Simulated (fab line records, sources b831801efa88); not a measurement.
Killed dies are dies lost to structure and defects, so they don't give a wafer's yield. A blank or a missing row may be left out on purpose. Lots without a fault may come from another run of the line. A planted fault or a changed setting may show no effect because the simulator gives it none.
fab line records | flow sky130
record lots=6 wafers=18 last_day=50
route steps=708 shown SONOS_TUNNEL@160 SONOS_ONO@168 GATE_OXIDE@187 PAD_OPEN@708
lots that met no fault: from a run of the same line without faults
start_h: hours from the record's first day to the start of the lot's first wafer shown | wait_h: hours since the lot's step before | " the same as in the row above | L1.1+2: a row that stands for several wafers | - no value, or no start given | * or withheld: withheld | < > ~ a bound
route shown NAME@n: a module of which the file shows steps, and the number in the route of the first | usual: mean/standard deviation of fault-free wafers | same: alike in all rows | chamber/n: place in a boat | sites: the reading at each site | _std_site: their standard deviation | _edge_site: outer sites' mean less inner sites' | radius_mm: how far each site lies from the wafer's centre | mask NAME#n: copy n | behind: the tool/chamber that last shaped the wafer | hold: why the lot was held/for how many hours/how that ended | device: the transistor (n, p or np) that didn't switch | end of line: the same wafers' tests at the end of the route | a step without rows: its recipe alone | killed: dies lost to structure and defects at the first sort, not the wafer's yield | map: a wafer's dies, x killed, . not, _ none there
set.NAME: the setting as run; set.NAME@STEP: as run at that earlier step | model.NAME: the simulator's own value behind a step, which no gauge read
lots at some steps of the route; a table a step, a row a wafer
services: from which hour (start_h, from the record's first day; less than 0 if before it) a tool's chamber was out of use, for how many hours, and why
## steps
# step SKY_SONOS_TUNNEL_DEVELOP_06
# recipe resist=NOVOLAK developer=TMAH develop_time_s=60 dev_temp_c=23
# step SKY_SONOS_TUNNEL_CD_MEAS_07
# recipe target_cd_nm=410
# usual cd_nm=409.9/2.3
# columns lot.wafer tool chamber start_h wait_h cd_nm
L434.3 cd_sem-01 - 259.71 0.1 400.7
L434.4 " - " " 404.8
L434.6 " - " " 403.9
L439.1 cd_sem-02 - 302.13 0.1 408.0
L439.2 " - " " 409.2
L439.6 " - " " 408.5
L441.1 cd_sem-01 - 329.23 0.1 413.5
L441.5 " - " " 414.4
L441.6 " - " " 412.5
L444.1 cd_sem-02 - 354.13 0.1 408.9
L444.3 " - " " 411.7
L444.5 " - " " 408.8
L445.4 cd_sem-02 - 372.93 0.1 409.2
L445.5 " - " " 407.9
L445.6 " - " " 408.2
L453.1 cd_sem-02 - 432.28 0.1 410.0
L453.4 " - " " 410.8
L453.6 " - " " 409.8
# step SKY_SONOS_TUNNEL_OVL_MEAS_08
# usual SONOS_TUNNEL_OVL=-0.3/1.2
# columns lot.wafer tool chamber start_h wait_h SONOS_TUNNEL_OVL[nm]
L434.3 overlay-01 - 259.81 0.1 -0.5
L434.4 " - " " -2.3
L434.6 " - " " -0.2
L439.1 overlay-02 - 302.25 0.1 -0.7
L439.2 " - " " -1.8
L439.6 " - " " 0.0
L441.1 overlay-02 - 329.35 0.1 1.4
L441.5 " - " " 0.0
L441.6 " - " " -0.8
L444.1 overlay-02 - 354.25 0.1 1.5
L444.3 " - " " 1.7
L444.5 " - " " 0.9
L445.4 overlay-01 - 373.01 0.1 0.2
L445.5 " - " " 0.1
L445.6 " - " " -0.7
L453.1 overlay-01 - 432.40 0.1 2.3
L453.4 " - " " 2.1
L453.6 " - " " 0.5
# step SKY_SONOS_TUNNEL_IMPLANT_09
# recipe species=B energy_kev=20 dose_cm2=1e+12 tilt_deg=withheld
# step SKY_SONOS_TUNNEL_WET_ETCH_10
# recipe chemistry=dHF target_depth_nm=14 target=SiO2 dilution=100:1 temp_c=25 time_s=280
# step SKY_SONOS_TUNNEL_STRIP_11
# recipe chemistry=SPM time_s=600 temp_c=130
# step SKY_SONOS_TUNNEL_TW_MEAS_12
# usual SONOS_TUNNEL_TW=195/3.4
# columns lot.wafer tool chamber start_h wait_h SONOS_TUNNEL_TW
L434.3 film_metro-04 - 260.27 0.0 195
L434.4 " - " " 195
L434.6 " - " " 195
L439.1 film_metro-01 - 302.71 0.0 190
L439.2 " - " " 190
L439.6 " - " " 190
L441.1 film_metro-01 - 329.80 0.0 189
L441.5 " - " " 189
L441.6 " - " " 188
L444.1 film_metro-03 - 354.70 0.0 199
L444.3 " - " " 199
L444.5 " - " " 201
L445.4 film_metro-04 - 373.59 0.0 194
L445.5 " - " " 194
L445.6 " - " " 195
L453.1 film_metro-04 - 432.85 0.0 192
L453.4 " - " " 192
L453.6 " - " " 192
# step SKY_SONOS_TUNNEL_CLEAN_13
# recipe chemistry=dHF time_s=20 dilution=100:1 dry=ipa_marangoni
# step SKY_SONOS_ONO_OXIDATION_00
# recipe temp_c=796 ambient=O2 idle_temp_c=700 ramp_up_c_per_min=10 ramp_down_c_per_min=3 stabilise_s=600 purge_s=300 target_thk_a=26 ox_time_s=1249
# step SKY_SONOS_ONO_THK_MEAS_01
# recipe reads=SiO2_of_SONOS_ONO_OXIDATION_00
# usual SONOS_ONO_OXIDATION_THK=2.44/0.052
# columns lot.wafer tool chamber start_h wait_h SONOS_ONO_OXIDATION_THK[nm]
L434.3 film_metro-01 - 263.67 0.0 2.44
L434.4 " - " " 2.48
L434.6 " - " " 2.50
L439.1 film_metro-03 - 304.90 0.0 2.44
L439.2 " - " " 2.52
L439.6 " - " " 2.49
L441.1 film_metro-02 - 332.62 0.0 2.49
L441.5 " - " " 2.56
L441.6 " - " " 2.54
L444.1 film_metro-03 - 356.12 0.0 2.42
L444.3 " - " " 2.46
L444.5 " - " " 2.45
L445.4 film_metro-01 - 377.15 0.1 2.50
L445.5 " - " " 2.45
L445.6 " - " " 2.53
L453.1 film_metro-01 - 434.27 0.0 2.45
L453.4 " - " " 2.55
L453.6 " - " " 2.49
# step SKY_SONOS_ONO_CVD_02
# recipe material=Si3N4 precursor=DCS/NH3 target_thk_nm=10.5 temp_c=770 time_s=180 pressure_mtorr=250
# step SKY_SONOS_ONO_THK_MEAS_03
# recipe reads=Si3N4_of_SONOS_ONO_CVD_02
# usual SONOS_ONO_CVD_02_THK=10.52/0.13
# columns lot.wafer tool chamber start_h wait_h SONOS_ONO_CVD_02_THK[nm]
L434.3 film_metro-02 - 265.72 0.0 10.66
L434.4 " - " " 10.57
L434.6 " - " " 10.50
L439.1 film_metro-01 - 306.43 0.1 10.53
L439.2 " - " " 10.34
L439.6 " - " " 10.38
L441.1 film_metro-03 - 333.73 0.0 10.81
L441.5 " - " " 10.58
L441.6 " - " " 10.58
L444.1 film_metro-01 - 361.19 0.0 10.48
L444.3 " - " " 10.69
L444.5 " - " " 10.61
L445.4 film_metro-03 - 379.50 0.0 10.65
L445.5 " - " " 10.51
L445.6 " - " " 10.55
L453.1 film_metro-02 - 437.00 0.0 10.65
L453.4 " - " " 10.67
L453.6 " - " " 10.55
# step SKY_SONOS_ONO_CVD_04
# recipe material=SiO2 precursor=SiH4/N2O target_thk_nm=5.7199 temp_c=900 pressure_mtorr=400
# columns lot.wafer tool chamber start_h wait_h
L434.3+4+6 lpcvd-03 1 265.76 0.0
L439.1+2+6 lpcvd-03 1 306.49 0.1
L441.1+5+6 lpcvd-03 1 333.79 0.1
L444.1+3+5 lpcvd-03 0 361.25 0.1
L445.4+5+6 lpcvd-03 1 379.53 0.0
L453.1+4+6 lpcvd-03 1 437.06 0.1
# step SKY_SONOS_ONO_THK_MEAS_05
# recipe reads=SiO2_of_SONOS_ONO_CVD_04
# usual SONOS_ONO_CVD_04_THK=5.70/0.1
# columns lot.wafer tool chamber start_h wait_h SONOS_ONO_CVD_04_THK[nm]
L434.3 film_metro-03 - 267.03 0.0 5.60
L434.4 " - " " 5.59
L434.6 " - " " 5.60
L439.1 film_metro-01 - 307.74 0.0 5.67
L439.2 " - " " 5.73
L439.6 " - " " 5.63
L441.1 film_metro-03 - 335.04 0.0 5.73
L441.5 " - " " 5.81
L441.6 " - " " 5.77
L444.1 film_metro-02 - 362.50 0.0 5.76
L444.3 " - " " 5.85
L444.5 " - " " 5.69
L445.4 film_metro-01 - 380.81 0.0 5.57
L445.5 " - " " 5.58
L445.6 " - " " 5.58
L453.1 film_metro-03 - 438.31 0.0 5.91
L453.4 " - " " 5.83
L453.6 " - " " 5.87
# step SKY_SONOS_ONO_DEHYDRATE_06
# recipe temp_c=200 time_s=60
# step SKY_SONOS_ONO_HMDS_07
# recipe prime_time_s=60 prime_temp_c=120
# step SKY_SONOS_ONO_COAT_08
# recipe resist=NOVOLAK spin_rpm=3000 resist_thk_nm=1140
# step SKY_SONOS_ONO_SOFTBAKE_09
# recipe temp_c=90 time_s=60 resist=NOVOLAK
# step SKY_SONOS_ONO_EXPOSE_10
# recipe mask_id=ONOM target_cd_nm=410 na=0.6 source_shape=conventional sigma_outer=0.6 dose_mj=150
# step SKY_SONOS_ONO_PEB_11
# recipe temp_c=withheld time_s=* resist=NOVOLAK
# step SKY_SONOS_ONO_DEVELOP_12
# recipe develop_time_s=60 dev_temp_c=23
# step SKY_SONOS_ONO_CD_MEAS_13
# recipe target_cd_nm=410
# usual cd_nm=410.0/2.4
# columns lot.wafer tool chamber start_h wait_h cd_nm
L434.3 cd_sem-01 - 291.58 0.1 409.5
L434.4 " - " " 409.4
L434.6 " - " " 409.1
L439.1 cd_sem-01 - 334.29 0.1 408.9
L439.2 " - " " 410.5
L439.6 " - " " 409.0
L441.1 cd_sem-01 - 362.49 0.1 412.9
L441.5 " - " " 411.1
L441.6 " - " " 411.9
L444.1 cd_sem-01 - 389.82 0.1 409.0
L444.3 " - " " 411.3
L444.5 " - " " 411.5
L445.4 cd_sem-01 - 409.00 0.1 411.9
L445.5 " - " " 410.2
L445.6 " - " " 411.8
L453.1 cd_sem-02 - 468.59 0.1 408.2
L453.4 " - " " 405.6
L453.6 " - " " 407.3
# step SKY_SONOS_ONO_OVL_MEAS_14
# usual SONOS_ONO_OVL=-0.3/1.2
# columns lot.wafer tool chamber start_h wait_h SONOS_ONO_OVL[nm]
L434.3 overlay-01 - 291.67 0.1 0.1
L434.4 " - " " 0.8
L434.6 " - " " 1.7
L439.1 overlay-01 - 334.41 0.1 -0.7
L439.2 " - " " -0.1
L439.6 " - " " 1.1
L441.1 overlay-02 - 362.61 0.1 -2.1
L441.5 " - " " -1.7
L441.6 " - " " -1.3
L444.1 overlay-02 - 389.94 0.1 1.1
L444.3 " - " " 1.8
L444.5 " - " " 1.9
L445.4 overlay-02 - 409.08 0.1 1.0
L445.5 " - " " -0.2
L445.6 " - " " -1.3
L453.1 overlay-01 - 468.71 0.1 1.6
L453.4 " - " " -1.0
L453.6 " - " " -0.1
# step SKY_SONOS_ONO_ETCH_15
# recipe target_depth_nm=19.52 chemistry=CHF3/O2 source_w=600 bias_w=200 pressure_mtorr=40 chf3_flow_sccm=50 O2_flow_sccm=5 time_s=7.8
# usual drypump_motor_current_A=5.8/0.41 oes_product_au=0.999/0.01 throttle_valve_pct=8.824/0.0094
# columns lot.wafer tool chamber start_h wait_h drypump_motor_current_A oes_product_au rf_hours_counter_h throttle_valve_pct
L434.3 rie_diel-04 2 291.70 0.0 5.5 1.010 64 8.814
L434.4 " 1 " " 5.4 1.004 105 8.810
L434.6 " 0 " " 5.4 1.008 - 8.819
L439.1 rie_diel-04 2 334.45 0.0 5.5 1.013 65 8.814
L439.2 " 0 " " 5.5 1.013 5 8.848
L439.6 " 2 " " 5.5 1.025 - 8.810
L441.1 rie_diel-03 1 362.65 0.0 5.4 0.992 12 8.834
L441.5 " 1 " " 5.4 0.990 - 8.801
L441.6 " 2 " " 5.6 0.997 - 8.843
L444.1 rie_diel-02 3 389.98 0.0 6.3 0.991 100 8.828
L444.3 " 0 " " 6.3 0.976 76 8.816
L444.5 " 1 " " 6.2 0.996 - 8.827
L445.4 rie_diel-02 0 409.10 0.0 6.3 0.987 76 8.843
L445.5 " 1 " " 6.2 0.992 - 8.830
L445.6 " 2 " " 5.9 0.992 - 8.831
L453.1 rie_diel-03 0 468.75 0.0 5.1 1.005 6 8.834
L453.4 " 1 " " 5.3 0.999 14 8.811
L453.6 " 2 " " 5.6 1.014 - 8.832
# step SKY_SONOS_ONO_WET_ETCH_16
# recipe chemistry=dHF target_depth_nm=14 dry=n2_spin target=SiO2 dilution=100:1 temp_c=25 time_s=280
# step SKY_SONOS_ONO_STRIP_17
# recipe chemistry=O2/N2 power_w=1400 pressure_mtorr=1500 platen_temp_c=withheld o2_flow_sccm=3000 n2_flow_sccm=300 overash_fraction=0.5
# usual drypump_motor_current_A=5.6/0.38 o2_flow_sccm=2999/10 oes_product_au=0.710/0.0046 strip_time_to_endpoint_s=14.10/0.042
# columns lot.wafer tool chamber start_h wait_h drypump_motor_current_A o2_flow_sccm oes_product_au rf_hours_counter_h strip_time_to_endpoint_s
L434.3 plasma_asher-01 0 291.84 0.0 5.9 2982 0.709 - 14.07
L434.4 " 1 " " 5.1 3001 0.709 - 14.12
L434.6 " 1 " " 5.1 2981 0.709 - 14.05
L439.1 plasma_asher-02 0 334.66 0.0 5.3 3010 0.713 21 14.12
L439.2 " 1 " " 5.9 3009 0.707 21 14.08
L439.6 " 1 " " 5.9 3007 0.705 - 14.06
L441.1 plasma_asher-01 0 362.75 0.0 5.8 3003 0.717 56 14.08
L441.5 " 0 " " 5.8 2989 0.707 - 14.13
L441.6 " 1 " " 5.1 2997 0.714 - 14.05
L444.1 plasma_asher-01 0 390.10 0.0 5.9 3003 0.716 59 14.08
L444.3 " 1 " " 5.1 3007 0.705 - 14.07
L444.5 " 1 " " 5.1 3026 0.705 - 14.12
L445.4 plasma_asher-02 0 409.24 0.0 5.3 2994 0.705 - 14.18
L445.5 " 1 " " 5.9 2998 0.713 - 14.12
L445.6 " 0 " " 5.3 2983 0.709 - 14.12
L453.1 plasma_asher-01 0 468.86 0.0 5.9 2989 0.707 67 14.12
L453.4 " 1 " " 5.1 3013 0.708 - 14.10
L453.6 " 1 " " 5.1 2993 0.708 - 14.09
# step SKY_SONOS_ONO_WET_ETCH_18
# recipe chemistry=H3PO4 target_depth_nm=15 target=Si3N4 temp_c=160 time_s=172
# step SKY_GATE_OXIDE_CLEAN_00
# recipe chemistry=SC1/SC2 mix=1:4:20 temp_c=70 time_s=150 dry=n2_spin
# step SKY_GATE_OXIDE_OXIDATION_01
# recipe temp_c=900 ambient=O2 stabilise_s=600 purge_s=300 target_thk_a=102.68 ox_time_s=1473
# step SKY_GATE_OXIDE_THK_MEAS_02
# recipe reads=SiO2_of_GATE_OXIDE_OXIDATION_01
# usual GATE_OXIDE_OXIDATION_00_THK=10.26/0.2
# columns lot.wafer tool chamber start_h wait_h GATE_OXIDE_OXIDATION_00_THK[nm]
L434.3 film_metro-02 - 294.99 0.0 10.19
L434.4 " - " " 10.21
L434.6 " - " " 10.34
L439.1 film_metro-04 - 338.56 0.0 10.17
L439.2 " - " " 10.30
L439.6 " - " " 10.31
L441.1 film_metro-02 - 364.37 0.0 10.20
L441.5 " - " " 10.15
L441.6 " - " " 10.05
L444.1 film_metro-03 - 393.31 0.0 10.27
L444.3 " - " " 10.11
L444.5 " - " " 10.12
L445.4 film_metro-03 - 410.86 0.0 10.27
L445.5 " - " " 10.36
L445.6 " - " " 10.33
L453.1 film_metro-04 - 471.58 0.0 10.34
L453.4 " - " " 10.20
L453.6 " - " " 10.10
# step SKY_GATE_OXIDE_DEHYDRATE_03
# recipe temp_c=200 time_s=60
# step SKY_GATE_OXIDE_HMDS_04
# recipe prime_time_s=60 prime_temp_c=120
# step SKY_GATE_OXIDE_COAT_05
# recipe resist=NOVOLAK spin_rpm=3000 resist_thk_nm=1140
# step SKY_GATE_OXIDE_SOFTBAKE_06
# recipe temp_c=90.6 time_s=60 resist=NOVOLAK
# step SKY_GATE_OXIDE_EXPOSE_07
# recipe mask_id=LVOM na=0.6 source_shape=conventional sigma_outer=0.6 polarization=unpolarized target_cd_nm=600 dose_mj=170
# step SKY_GATE_OXIDE_PEB_08
# recipe temp_c=withheld time_s=* resist=NOVOLAK
# step SKY_GATE_OXIDE_DEVELOP_09
# recipe resist=NOVOLAK developer=TMAH develop_time_s=60 dev_temp_c=23
# step SKY_GATE_OXIDE_OVL_MEAS_10
# usual GATE_OXIDE_OVL=-0.5/1.3
# columns lot.wafer tool chamber start_h wait_h GATE_OXIDE_OVL[nm]
L434.3 overlay-01 - 320.89 0.1 0.2
L434.4 " - " " 0.0
L434.6 " - " " -0.1
L439.1 overlay-02 - 365.68 0.1 -0.5
L439.2 " - " " 0.5
L439.6 " - " " -0.6
L441.1 overlay-01 - 391.32 0.1 -3.7
L441.5 " - " " -1.9
L441.6 " - " " -1.3
L444.1 overlay-02 - 422.62 0.1 -0.3
L444.3 " - " " 0.8
L444.5 " - " " -0.5
L445.4 overlay-01 - 441.40 0.1 1.0
L445.5 " - " " 1.1
L445.6 " - " " 0.9
L453.1 overlay-02 - 502.53 0.1 -1.1
L453.4 " - " " -1.5
L453.6 " - " " -0.5
# step SKY_GATE_OXIDE_IMPLANT_11
# recipe species=B energy_kev=10 dose_cm2=2.55e+12 tilt_deg=withheld
# step SKY_GATE_OXIDE_WET_ETCH_12
# recipe chemistry=dHF target_depth_nm=16.8 dry=n2_spin target=SiO2 dilution=100:1 temp_c=25 time_s=336
# step SKY_GATE_OXIDE_STRIP_13
# recipe chemistry=O2/N2 power_w=1400 pressure_mtorr=1500 platen_temp_c=withheld o2_flow_sccm=3000 n2_flow_sccm=300 overash_fraction=0.5
# usual drypump_motor_current_A=5.5/0.4 o2_flow_sccm=2999/9.2 oes_product_au=0.716/0.0045 strip_time_to_endpoint_s=14.16/0.049
# columns lot.wafer tool chamber start_h wait_h drypump_motor_current_A o2_flow_sccm oes_product_au rf_hours_counter_h strip_time_to_endpoint_s
L434.3 plasma_asher-01 1 321.32 0.0 5.1 2996 0.724 - 14.15
L434.4 " 0 " " 5.9 3005 0.712 - 14.08
L434.6 " 0 " " 5.9 3025 0.708 - 14.13
L439.1 plasma_asher-04 0 365.97 0.0 5.9 2997 0.715 61 14.17
L439.2 " 1 " " 4.9 3002 0.715 61 14.20
L439.6 " 1 " " 5.0 2988 0.707 - 14.21
L441.1 plasma_asher-01 1 391.63 0.0 5.1 2996 0.720 59 14.15
L441.5 " 1 " " 5.1 2995 0.713 - 14.17
L441.6 " 0 " " 5.8 2988 0.715 - 14.13
L444.1 plasma_asher-02 1 422.99 0.0 5.9 2999 0.720 30 14.18
L444.3 " 1 " " 5.9 3001 0.716 - 14.14
L444.5 " 1 " " 5.9 2995 0.714 - 14.16
L445.4 plasma_asher-04 0 441.77 0.0 6.0 3010 0.717 - 14.19
L445.5 " 1 " " 5.0 2992 0.707 - 14.23
L445.6 " 0 " " 5.9 3010 0.715 - 14.21
L453.1 plasma_asher-02 1 502.94 0.0 5.9 2985 0.720 38 14.08
L453.4 " 0 " " 5.3 2983 0.718 - 14.12
L453.6 " 0 " " 5.3 2994 0.715 - 14.10
# step SKY_GATE_OXIDE_TW_MEAS_14
# usual GATE_OXIDE_TW=223.4/2.9
# columns lot.wafer tool chamber start_h wait_h GATE_OXIDE_TW
L434.3 film_metro-04 - 321.41 0.1 218.3
L434.4 " - " " 217.8
L434.6 " - " " 219.6
L439.1 film_metro-02 - 366.07 0.1 225.6
L439.2 " - " " 225.2
L439.6 " - " " 225.5
L441.1 film_metro-03 - 391.73 0.1 226.2
L441.5 " - " " 226.0
L441.6 " - " " 226.1
L444.1 film_metro-03 - 423.09 0.1 225.1
L444.3 " - " " 224.6
L444.5 " - " " 226.2
L445.4 film_metro-03 - 441.87 0.1 225.1
L445.5 " - " " 225.7
L445.6 " - " " 224.9
L453.1 film_metro-02 - 503.04 0.1 223.9
L453.4 " - " " 223.7
L453.6 " - " " 225.8
# step SKY_PAD_OPEN_PROBE_99
# usual killed_at_M0_to_M3=44/7.6 killed_at_M4_up=3.2/1.7 killed_at_contacts=24/5.7 killed_at_front_end=16/3.9 killed_at_other=0.2/0.45 killed_dies=87/9.5 killed_on_rim=17/3.9 killed_open=47/6.9 killed_short=40/5.8
# same gross_dies=492 killed_at_back_side=0
# columns lot.wafer tool chamber start_h wait_h hold killed_at_M0_to_M3 killed_at_M4_up killed_at_contacts killed_at_front_end killed_at_other killed_dies killed_on_rim killed_open killed_short
L434.3 prober-01 - 1082.26 0.2 - 50 1 21 16 0 88 20 48 40
L434.4 prober-01 - 1082.31 0.2 - 45 1 25 15 0 86 16 52 34
L434.6 prober-01 - 1082.41 0.2 - 43 5 23 14 0 85 10 45 40
L439.1 prober-02 - 1112.80 0.1 - 55 3 26 20 0 104 20 42 62
L439.2 prober-02 - 1112.85 0.1 - 36 6 22 14 0 78 11 36 42
L439.6 prober-02 - 1113.05 0.2 - 45 5 12 12 0 74 18 43 31
L441.1 prober-02 - 1130.05 0.1 - 51 1 26 13 0 91 12 55 36
L441.5 prober-02 - 1130.25 0.2 - 40 3 19 16 0 78 14 37 41
L441.6 prober-02 - 1130.30 0.2 - 49 2 19 21 0 91 10 52 39
L444.1 prober-01 - 1146.18 0.1 await_dispo/2.6h/release 45 5 17 42 0 109 26 43 32
L444.3 prober-01 - 1146.28 0.2 await_dispo/2.6h/release 38 3 28 39 0 108 27 42 35
L444.5 prober-01 - 1146.38 0.2 await_dispo/2.6h/release 37 3 18 50 1 109 25 35 39
L445.4 prober-02 - 1163.32 0.2 await_dispo/2.0h/release 42 4 28 81 1 156 31 62 33
L445.5 prober-02 - 1163.37 0.2 await_dispo/2.0h/release 43 5 21 77 0 146 24 41 45
L445.6 prober-02 - 1163.42 0.2 await_dispo/2.0h/release 49 2 29 76 0 156 29 52 40
L453.1 prober-02 - 1196.04 0.1 - 39 3 31 17 0 90 18 49 41
L453.4 prober-02 - 1196.19 0.2 - 43 5 16 14 1 79 15 42 37
L453.6 prober-02 - 1196.29 0.2 - 28 3 28 9 0 68 17 41 27
# killed by level:class
L434.3 VIA1:geometric_particle:open=12 CONTACT:geometric_particle:open=8 VIA1:geometric_particle:short=7 VIA3:geometric_particle:open=7 VIA2:geometric_particle:open=7 CONTACT:geometric_particle:short=6 METAL1:geometric_particle:short=6 LI_CONTACT:geometric_particle:open=5
L434.4 VIA1:geometric_particle:open=13 CONTACT:geometric_particle:open=10 VIA2:geometric_particle:open=8 LI_CONTACT:geometric_particle:open=7 METAL2:geometric_particle:short=5 METAL1:geometric_particle:short=4 VIA1:geometric_particle:short=4 FIELD_ISO:geometric_particle:short=3
L434.6 CONTACT:geometric_particle:open=10 VIA1:geometric_particle:open=9 METAL1:geometric_particle:short=8 METAL2:geometric_particle:short=7 LI_CONTACT:geometric_particle:open=6 VIA2:geometric_particle:open=6 POLY_GATE:geometric_particle:open=4 POLY_GATE:geometric_particle:short=4
L439.1 VIA1:geometric_particle:open=13 VIA1:geometric_particle:short=9 POLY_GATE:geometric_particle:short=8 CONTACT:geometric_particle:short=8 METAL1:geometric_particle:short=8 LOCAL_INTERCONNECT:geometric_particle:short=7 CONTACT:geometric_particle:open=6 METAL2:geometric_particle:short=6
L439.2 VIA2:geometric_particle:open=7 CONTACT:geometric_particle:short=6 CONTACT:geometric_particle:open=5 METAL1:geometric_particle:short=5 VIA2:geometric_particle:short=5 FIELD_ISO:geometric_particle:short=4 POLY_GATE:geometric_particle:short=4 LI_CONTACT:geometric_particle:open=4
L439.6 VIA2:geometric_particle:open=11 VIA2:geometric_particle:short=9 LI_CONTACT:geometric_particle:open=8 VIA3:geometric_particle:open=7 VIA1:geometric_particle:open=5 METAL3:geometric_particle:short=4 METAL4:geometric_particle:short=4 SPACER:geometric_particle:open=3
L441.1 VIA1:geometric_particle:open=14 VIA2:geometric_particle:open=11 CONTACT:geometric_particle:open=10 CONTACT:geometric_particle:short=7 METAL1:geometric_particle:short=7 VIA1:geometric_particle:short=5 LI_CONTACT:geometric_particle:open=4 VIA3:geometric_particle:open=4
L441.5 VIA1:geometric_particle:open=13 VIA3:geometric_particle:short=7 VIA1:geometric_particle:short=7 CONTACT:geometric_particle:open=6 FIELD_ISO:geometric_particle:short=5 LI_CONTACT:geometric_particle:open=5 CONTACT:geometric_particle:short=4 VIA2:geometric_particle:open=4
L441.6 VIA1:geometric_particle:open=16 LI_CONTACT:geometric_particle:open=9 POLY_GATE:geometric_particle:open=6 POLY_GATE:geometric_particle:short=5 VIA1:geometric_particle:short=5 METAL2:geometric_particle:short=5 FIELD_ISO:geometric_particle:short=4 FIELD_ISO:geometric_particle:open=4
L444.1 SONOS_ONO:unspecified=34 VIA1:geometric_particle:open=11 CONTACT:geometric_particle:open=9 VIA2:geometric_particle:short=7 VIA2:geometric_particle:open=6 METAL1:geometric_particle:short=5 METAL4:geometric_particle:short=5 LI_CONTACT:geometric_particle:open=3
L444.3 SONOS_ONO:unspecified=31 CONTACT:geometric_particle:open=10 VIA3:geometric_particle:open=8 VIA1:geometric_particle:open=7 LI_CONTACT:geometric_particle:open=6 CONTACT:geometric_particle:short=6 METAL2:geometric_particle:short=6 VIA2:geometric_particle:short=4
L444.5 SONOS_ONO:unspecified=35 VIA3:geometric_particle:open=8 LI_CONTACT:geometric_particle:open=5 VIA1:geometric_particle:open=5 POLY_GATE:geometric_particle:short=4 CONTACT:geometric_particle:open=4 CONTACT:geometric_particle:short=4 METAL2:geometric_particle:short=4
L445.4 SONOS_ONO:unspecified=61 LI_CONTACT:geometric_particle:open=9 VIA1:geometric_particle:open=9 CONTACT:geometric_particle:open=8 VIA2:geometric_particle:open=7 FIELD_ISO:geometric_particle:short=6 FIELD_ISO:geometric_particle:open=6 VIA3:geometric_particle:open=6
L445.5 SONOS_ONO:unspecified=60 VIA1:geometric_particle:open=15 CONTACT:geometric_particle:open=7 METAL2:geometric_particle:short=7 VIA2:geometric_particle:open=6 FIELD_ISO:geometric_particle:short=5 POLY_GATE:geometric_particle:short=5 LOCAL_INTERCONNECT:geometric_particle:short=4
L445.6 SONOS_ONO:unspecified=64 VIA3:geometric_particle:open=11 LI_CONTACT:geometric_particle:open=10 CONTACT:geometric_particle:open=9 VIA1:geometric_particle:open=8 LOCAL_INTERCONNECT:geometric_particle:short=7 METAL2:geometric_particle:short=7 VIA3:geometric_particle:short=5
L453.1 CONTACT:geometric_particle:open=15 METAL1:geometric_particle:short=9 FIELD_ISO:geometric_particle:open=8 LI_CONTACT:geometric_particle:open=8 VIA1:geometric_particle:open=8 METAL2:geometric_particle:short=6 CONTACT:geometric_particle:short=4 VIA1:geometric_particle:short=4
L453.4 VIA1:geometric_particle:open=15 CONTACT:geometric_particle:open=10 METAL1:geometric_particle:short=7 VIA2:geometric_particle:short=5 FIELD_ISO:geometric_particle:open=4 VIA3:geometric_particle:short=4 FIELD_ISO:geometric_particle:short=3 SPACER:geometric_particle:open=3
L453.6 CONTACT:geometric_particle:open=9 LI_CONTACT:geometric_particle:open=8 VIA1:geometric_particle:open=6 METAL1:geometric_particle:short=5 CONTACT:geometric_particle:short=4 VIA2:geometric_particle:open=4 FIELD_ISO:geometric_particle:short=3 POLY_GATE:geometric_particle:open=3
# map L444.1 (x killed, . not)
__________xx......xx_________
________.........x...._______
______.....xx..........._____
_____..................x.____
____........x....x......x.___
___.....x...x.xx..x.....x..__
__...................x......_
_...x...x.x.x........x.......
_.......x.....x....x.......x.
_x....x...xx...x.....xxxx..x.
_...x.x......................
_...x................x.x.x..x
_....x...x......xx.......x..x
_.x..........x..........x....
_..x...........x......x..x...
__.x...x.x........x..x...x.._
___...x.x..x.....x.........__
____.xxxxxxxx.x......x....___
_____xxxxxxxxx........x..____
______xxxxxxx..x......x._____
________xxxxxxx.....x._______
__________xxxxx....._________
# map L445.4 (x killed, . not)
__________.x.x...x.._________
________.x...x.x.x.xxx_______
______...x......x...x..._____
_____.xxxx..x..x.....x...____
____xxxxxxxx.....x......x.___
___xxxxxxxxxx.........x.x..__
__xxxxxxxxxx..x.x...x...x..._
_.xxxxxxxxxx.x....x..x...x...
_.xxxxxxxxxx.........x..x..x.
_.xxxxxxxxxx.....x...........
_...xxx.x.............xx..x..
_.x...x..x................x..
_x.....xx...xx......x...x...x
_......x..................xxx
_x..x..........x...x.......x.
__..x...x.....x..x.....xx..._
___x..x....x....x.......x..__
____......x..xxx......xx..___
_____..x.....x....x......____
______..x..xx....xx...x._____
________........x....x_______
__________xx..x.x.xx_________
## services
# columns tool chamber start_h hours kind
rie_diel-03 - 244.18 2.8 pm
rie_diel-04 0 244.42 3.7 repair
plasma_asher-01 - 253.28 0.7 repair
plasma_asher-01 - 261.76 4.7 repair
plasma_asher-04 - 271.82 4.3 repair
plasma_asher-01 - 273.06 1.7 repair
rie_diel-03 2 284.67 10.5 repair
lpcvd-03 - 303.72 0.4 repair
rie_diel-03 1 305.83 15.6 repair
rie_diel-04 3 311.71 25.1 repair
plasma_asher-02 - 324.62 2.8 pm
plasma_asher-04 - 326.28 12.6 repair
lpcvd-03 - 329.19 0.4 repair
plasma_asher-01 - 347.42 2.8 pm
rie_diel-02 - 350.56 2.8 pm
rie_diel-03 3 364.14 8.7 repair
rie_diel-02 3 374.66 3.9 repair
rie_diel-03 2 376.04 12.3 repair
rie_diel-04 3 379.26 5.6 repair
rie_diel-03 2 391.74 4.0 repair
rie_diel-03 - 399.23 0.7 repair
rie_diel-02 0 411.84 6.3 repair
rie_diel-02 2 420.07 9.1 repair
lpcvd-03 - 492.88 6.0 pm
## key
first_sign step=SKY_PAD_OPEN_PROBE_99 reading=killed_at_front_end direction=up sigmas=12 usual=16 struck=61
effect step=SKY_PAD_OPEN_PROBE_99 reading=killed_dies direction=up sigmas=4.6 usual=87 struck=131
met_at SKY_SONOS_ONO_CVD_04
struck_wafers L444.1,L444.3,L444.5,L445.4,L445.5,L445.6
tester_left_out L444,L445
onset_between 333.79 361.25
also_fits SKY_SONOS_ONO_ETCH_15:rie_diel-02
fault kind=chamber_particle_source tool=lpcvd-03 chamber=- onset_h=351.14 steps=SKY_SONOS_ONO_CVD_04 rate_per_visit_cm2=1.4584 end_h=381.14
# tester_left_out: of these lots the tester's yield and bins aren't shown, on N5 and GAA mostly nor the transistor test; their killed dies are dies lost to structure and defects alone, not to doping, threshold or leakage, so they don't give the yield
